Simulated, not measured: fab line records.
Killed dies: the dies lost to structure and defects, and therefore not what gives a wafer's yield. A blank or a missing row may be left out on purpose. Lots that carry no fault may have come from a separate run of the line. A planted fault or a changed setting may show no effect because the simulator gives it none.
Which tool was responsible? + flow gf180mcu + 11 lots, 33 wafers sampled, at 5 steps of a route of 602

## WHAT EACH GAUGE READ, for each wafer
GF_CONTACT_OVL_MEAS_15. Usual: CONTACT_OVL -4 nm, standard deviation 4.8.
| lot  | measured     | on         | CONTACT_OVL (nm) | flag |
|------|--------------|------------|------------------|------|
| L183 | day 16 23:07 | overlay-02 | -9 6 -6          |      |
| L184 | day 17 15:53 | overlay-01 | -9 -9 -7         |      |
| L188 | day 19 01:01 | overlay-02 | -8 -4 -8         |      |
| L189 | day 19 11:32 | overlay-01 | 0 -8 -8          |      |
| L192 | day 20 17:47 | overlay-01 | -14 -13 -12      |      |
| L193 | day 20 23:28 | overlay-02 | -4 -3 4          |      |
| L199 | day 22 22:07 | overlay-01 | -10 -7 -9        |      |
| L200 | day 23 07:58 | overlay-02 | 3 2 -6           |      |
| L201 | day 23 13:11 | overlay-01 | -5 -14 -7        |      |
| L202 | day 23 21:19 | overlay-02 | -10 0 0          |      |
| L203 | day 24 02:04 | overlay-01 | -11 -6 -3        |      |

GF_M1_RS_MEAS_05: the measuring method here is four-point-probe. Usual: M1_ALCU_RS 0.0698 ohm/sq, standard deviation 0.00062.
| lot  | measured     | on           | M1_ALCU_RS (ohm/sq)  | flag |
|------|--------------|--------------|----------------------|------|
| L183 | day 17 00:31 | filmMetro-01 | 0.0694 0.0708 0.0699 |      |
| L184 | day 17 17:23 | filmMetro-02 | 0.0696 0.0698 0.0709 |      |
| L188 | day 19 02:25 | filmMetro-04 | 0.0699 0.0699 0.0695 |      |
| L189 | day 19 12:58 | filmMetro-02 | 0.0699 0.0697 0.0707 |      |
| L192 | day 20 19:32 | filmMetro-04 | 0.0691 0.0875 0.0702 | OFF  |
| L193 | day 21 01:08 | filmMetro-04 | 0.0688 0.0689 0.0689 |      |
| L199 | day 22 23:32 | filmMetro-04 | 0.0696 0.0696 0.0697 |      |
| L200 | day 23 09:32 | filmMetro-02 | 0.0703 0.0701 0.0705 |      |
| L201 | day 23 14:36 | filmMetro-04 | 0.0703 0.0711 0.0708 |      |
| L202 | day 23 22:51 | filmMetro-02 | 0.0695 0.0698 0.0691 |      |
| L203 | day 24 03:33 | filmMetro-04 | 0.0693 0.0701 0.0695 |      |

GF_M1_THK_MEAS_06: measures by xrf. Usual: M1_ALCU_THK 451 nm, standard deviation 4.8.
| lot  | measured     | on           | M1_ALCU_THK (nm) | flag |
|------|--------------|--------------|------------------|------|
| L183 | day 17 00:38 | filmMetro-01 | 453 444 448      |      |
| L184 | day 17 17:30 | filmMetro-02 | 453 451 443      |      |
| L188 | day 19 02:32 | filmMetro-04 | 450 452 453      |      |
| L189 | day 19 13:04 | filmMetro-02 | 450 452 443      |      |
| L192 | day 20 19:39 | filmMetro-04 | 456 360 449      | OFF  |
| L193 | day 21 01:16 | filmMetro-04 | 461 457 460      |      |
| L199 | day 22 23:40 | filmMetro-04 | 456 454 453      |      |
| L200 | day 23 09:39 | filmMetro-02 | 447 448 446      |      |
| L201 | day 23 14:43 | filmMetro-04 | 448 445 445      |      |
| L202 | day 23 22:58 | filmMetro-02 | 454 451 454      |      |
| L203 | day 24 03:38 | filmMetro-04 | 455 449 454      |      |

## WHAT TOOL EACH LOT RAN ON (gives the tool, then ch and the chambers of the sampled wafers, and finally the start)
| lot  | GF_CONTACT_CMP_04             | GF_M1_SPUTTER_02            |
|------|-------------------------------|-----------------------------|
| L183 | cmp-02 ch 1,2,3, day 16 00:35 | pvdSputter-01, day 17 00:26 |
| L184 | cmp-02 ch 0,1,3, day 16 16:14 | pvdSputter-03, day 17 17:17 |
| L188 | cmp-02 ch 1,2, day 18 01:07   | pvdSputter-02, day 19 02:19 |
| L189 | cmp-01 ch 0,3, day 18 10:38   | pvdSputter-01, day 19 12:50 |
| L192 | cmp-02 ch 0,1, day 19 16:54   | pvdSputter-01, day 20 19:26 |
| L193 | cmp-02 ch 1,2,3, day 19 23:08 | pvdSputter-03, day 21 01:03 |
| L199 | cmp-01 ch 0,1,3, day 21 22:23 | pvdSputter-02, day 22 23:26 |
| L200 | cmp-01 ch 1,3, day 22 08:26   | pvdSputter-02, day 23 09:26 |
| L201 | cmp-02 ch 0,1,2, day 22 13:25 | pvdSputter-02, day 23 14:29 |
| L202 | cmp-01 ch 1,2,3, day 22 22:13 | pvdSputter-01, day 23 22:44 |
| L203 | cmp-02 ch 0,3, day 23 02:53   | pvdSputter-01, day 24 03:23 |
- GF_CONTACT_CMP_04: polishes SiO2.
- GF_M1_SPUTTER_02: material AlCu, target thk 450 nm, time 23.9 s.

## AS READ BY THE TOOLS THEMSELVES (means over the sampled wafers that have a number; for cases with no such wafer, the mark the record gives instead)
GF_CONTACT_CMP_04. Usual: motorCurrentA 11.6 A, standard deviation 1.1; timeToEndpointS 110 s, standard deviation 4.7.
| lot  | tool   | motorCurrentA (A) | timeToEndpointS (s) | flag |
|------|--------|-------------------|---------------------|------|
| L183 | cmp-02 | 11.8              | 111                 |      |
| L184 | cmp-02 | 11.7              | 111                 |      |
| L188 | cmp-02 | 12.9              | 112                 |      |
| L189 | cmp-01 | 12.3              | 108                 |      |
| L192 | cmp-02 | 11.2              | 106                 |      |
| L193 | cmp-02 | 12.1              | 111                 |      |
| L199 | cmp-01 | 11.4              | 102                 |      |
| L200 | cmp-01 | 10.8              | 111                 |      |
| L201 | cmp-02 | 11.3              | 111                 |      |
| L202 | cmp-01 | 10.9              | 109                 |      |
| L203 | cmp-02 | 11.2              | 111                 |      |

GF_M1_SPUTTER_02. Usual: throttleValvePct at 29.8 %, with a standard deviation of 1.2.
| lot  | tool          | throttleValvePct (%) | flag |
|------|---------------|----------------------|------|
| L183 | pvdSputter-01 | 30.1                 |      |
| L184 | pvdSputter-03 | 29.3                 |      |
| L188 | pvdSputter-02 | 30.1                 |      |
| L189 | pvdSputter-01 | 28.5                 |      |
| L192 | pvdSputter-01 | 29.0                 |      |
| L193 | pvdSputter-03 | 31.1                 |      |
| L199 | pvdSputter-02 | 30.0                 |      |
| L200 | pvdSputter-02 | 30.0                 |      |
| L201 | pvdSputter-02 | 30.4                 |      |
| L202 | pvdSputter-01 | 29.7                 |      |
| L203 | pvdSputter-01 | 30.9                 |      |

## THE ANSWER, worked out from the rows above alone
Rule: take the mean of a lot's wafers that have a number; if it is more than 3 standard deviations from the usual mean, the lot is off. Also off: a lot with no number at a reading for which 4 or more lots have one. All remaining lots with rows at the step are treated as sound. After the gauges, taken in route order, come the tools' own readings; for these a lot's mean is taken, as printed above. At the first step where some lot is off, the reading lying furthest off is the one used; lots without a number count as furthest.
Off: L192, seen at GF_M1_RS_MEAS_05 (M1_ALCU_RS).
If a tool, at a process step before that reading, ran all the lots that are off and no sound lot after the first of them, it fits. Those tools and the gauges at GF_M1_RS_MEAS_05 are tried in the same way. Not one of the candidates tried fits.

## WHAT THE SIMULATOR HAD INSERTED
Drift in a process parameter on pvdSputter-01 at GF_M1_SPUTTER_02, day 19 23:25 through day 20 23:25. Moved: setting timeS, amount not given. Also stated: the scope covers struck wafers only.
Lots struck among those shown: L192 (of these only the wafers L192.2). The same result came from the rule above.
